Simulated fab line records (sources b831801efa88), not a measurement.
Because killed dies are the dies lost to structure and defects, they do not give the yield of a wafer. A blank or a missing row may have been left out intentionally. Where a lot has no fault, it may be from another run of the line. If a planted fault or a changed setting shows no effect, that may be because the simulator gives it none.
Which of the tools did it? | flow sky130 | 36 wafers from 12 lots sampled at 4 of the route's 708 steps

WHAT THE GAUGES SHOWED, per wafer
SKY_METAL1_THK_MEAS_06: measures by xrf.
lot  | measured     | on            | METAL1_ALCU_THK (nm)
L117 | day 31 09:56 | film metro-04 | 251.0 252.3 249.2
L119 | day 32 04:53 | film metro-03 | 246.5 245.7 247.0
L120 | day 32 17:14 | film metro-02 | 247.0 247.6 247.2
L122 | day 33 08:06 | film metro-02 | 248.8 247.7 247.1
L123 | day 33 10:34 | film metro-04 | 249.5 250.5 250.8
L124 | day 33 19:43 | film metro-04 | 252.5 249.2 252.1
L126 | day 34 14:59 | film metro-03 | 250.0 249.7 250.4
L127 | day 35 03:43 | film metro-03 | 247.2 247.9 249.5
L130 | day 35 21:17 | film metro-03 | 259.9 258.4 261.8
L132 | day 36 10:32 | film metro-02 | 252.0 254.8 252.3
L137 | day 38 02:58 | film metro-04 | 249.5 248.4 249.4
L138 | day 38 04:38 | film metro-04 | 246.5 249.8 248.7

EACH LOT AND THE TOOL THAT RAN IT (in order: tool; ch and the chambers of the sampled wafers; start)
lot  | SKY_CONTACT_CVD_24            | SKY_METAL1_SPUTTER_01        | SKY_METAL1_SPUTTER_04
L117 | cvd w-02 ch 1, day 31 08:44   | pvd sputter-01, day 31 09:41 | pvd sputter-01, day 31 09:45
L119 | cvd w-02 ch 1, day 32 04:02   | pvd sputter-01, day 32 04:39 | pvd sputter-01, day 32 04:43
L120 | cvd w-01 ch 0,1, day 32 16:23 | pvd sputter-01, day 32 16:59 | pvd sputter-01, day 32 17:04
L122 | cvd w-02 ch 0,1, day 33 07:16 | pvd sputter-01, day 33 07:50 | pvd sputter-01, day 33 07:55
L123 | cvd w-01 ch 0,1, day 33 09:40 | pvd sputter-02, day 33 10:20 | pvd sputter-02, day 33 10:24
L124 | cvd w-01 ch 0,1, day 33 18:53 | pvd sputter-02, day 33 19:28 | pvd sputter-02, day 33 19:32
L126 | cvd w-02 ch 1, day 34 14:01   | pvd sputter-04, day 34 14:44 | pvd sputter-04, day 34 14:49
L127 | cvd w-02 ch 0,1, day 35 02:52 | pvd sputter-02, day 35 03:27 | pvd sputter-02, day 35 03:31
L130 | cvd w-01 ch 0,1, day 35 20:28 | pvd sputter-01, day 35 21:02 | pvd sputter-01, day 35 21:06
L132 | cvd w-01 ch 0,1, day 36 09:33 | pvd sputter-04, day 36 10:11 | pvd sputter-04, day 36 10:19
L137 | cvd w-02 ch 0,1, day 38 02:07 | pvd sputter-02, day 38 02:41 | pvd sputter-02, day 38 02:46
L138 | cvd w-01 ch 1, day 38 03:44   | pvd sputter-02, day 38 04:22 | pvd sputter-02, day 38 04:26
- SKY_CONTACT_CVD_24: deposits W, target thk 340 nm, time 102.12 s.
- SKY_METAL1_SPUTTER_01: material TiN, target thk 20 nm, time 16.2 s.
- SKY_METAL1_SPUTTER_04: material TiN, target thk 70 nm, time 58.3 s.

AS READ BY THE TOOLS THEMSELVES (means over the sampled wafers that have a number; for cases with no such wafer, the mark the record gives instead)
SKY_CONTACT_CVD_24.
lot  | tool     | heater power w (W)
L117 | cvd w-02 | 869
L119 | cvd w-02 | 867
L120 | cvd w-01 | 971
L122 | cvd w-02 | 908
L123 | cvd w-01 | 897
L124 | cvd w-01 | 919
L126 | cvd w-02 | 856
L127 | cvd w-02 | 887
L130 | cvd w-01 | 929
L132 | cvd w-01 | 986
L137 | cvd w-02 | 914
L138 | cvd w-01 | 1039

SKY_METAL1_SPUTTER_01.
lot  | tool           | throttle valve pct (%)
L117 | pvd sputter-01 | 30.6
L119 | pvd sputter-01 | 30.4
L120 | pvd sputter-01 | 29.9
L122 | pvd sputter-01 | 29.9
L123 | pvd sputter-02 | 29.1
L124 | pvd sputter-02 | 29.1
L126 | pvd sputter-04 | 30.2
L127 | pvd sputter-02 | 28.9
L130 | pvd sputter-01 | 30.4
L132 | pvd sputter-04 | 30.3
L137 | pvd sputter-02 | 30.4
L138 | pvd sputter-02 | 30.9

SKY_METAL1_SPUTTER_04.
lot  | tool           | throttle valve pct (%)
L117 | pvd sputter-01 | 30.5
L119 | pvd sputter-01 | 30.3
L120 | pvd sputter-01 | 29.9
L122 | pvd sputter-01 | 29.6
L123 | pvd sputter-02 | 29.2
L124 | pvd sputter-02 | 29.2
L126 | pvd sputter-04 | 30.2
L127 | pvd sputter-02 | 29.0
L130 | pvd sputter-01 | 30.3
L132 | pvd sputter-04 | 30.2
L137 | pvd sputter-02 | 30.4
L138 | pvd sputter-02 | 30.8

THE ANSWER, worked out from the rows above alone
Rule: what is usual is taken from the lots themselves. Put in order of their means at a reading, lots are off if they are a third of the lots or fewer, leave a main group of 4 or more, and stand apart from it by a gap of 3 or more times the standard deviation of the main group's means; of several such gaps the widest counts. If all means in a main group match to the digits the tables above print for the reading, that group is not used. A lot without any number at a reading at which 4 lots or more have one is off too. Any other lot the step has rows for is counted as sound. The gauges are gone through in route order, then the tools' own readings, and for those a lot's mean is taken as printed above. At the first step where some lot is off, the reading lying furthest off is the one used; lots without a number count as furthest.
Off: L130, seen at SKY_METAL1_THK_MEAS_06 (METAL1_ALCU_THK). Mean 249.3 nm and standard deviation 1.9 in the main group.
If a tool, at a process step before that reading, ran all the lots that are off and no sound lot after the first of them, it fits. The gauges at SKY_METAL1_THK_MEAS_06 are tried like those tools. Can't be told from this: 2 tools fit, pvd sputter-01 at SKY_METAL1_SPUTTER_01 and SKY_METAL1_SPUTTER_04, film metro-03 at SKY_METAL1_THK_MEAS_06.

WHAT THE SIMULATOR HAD INSERTED
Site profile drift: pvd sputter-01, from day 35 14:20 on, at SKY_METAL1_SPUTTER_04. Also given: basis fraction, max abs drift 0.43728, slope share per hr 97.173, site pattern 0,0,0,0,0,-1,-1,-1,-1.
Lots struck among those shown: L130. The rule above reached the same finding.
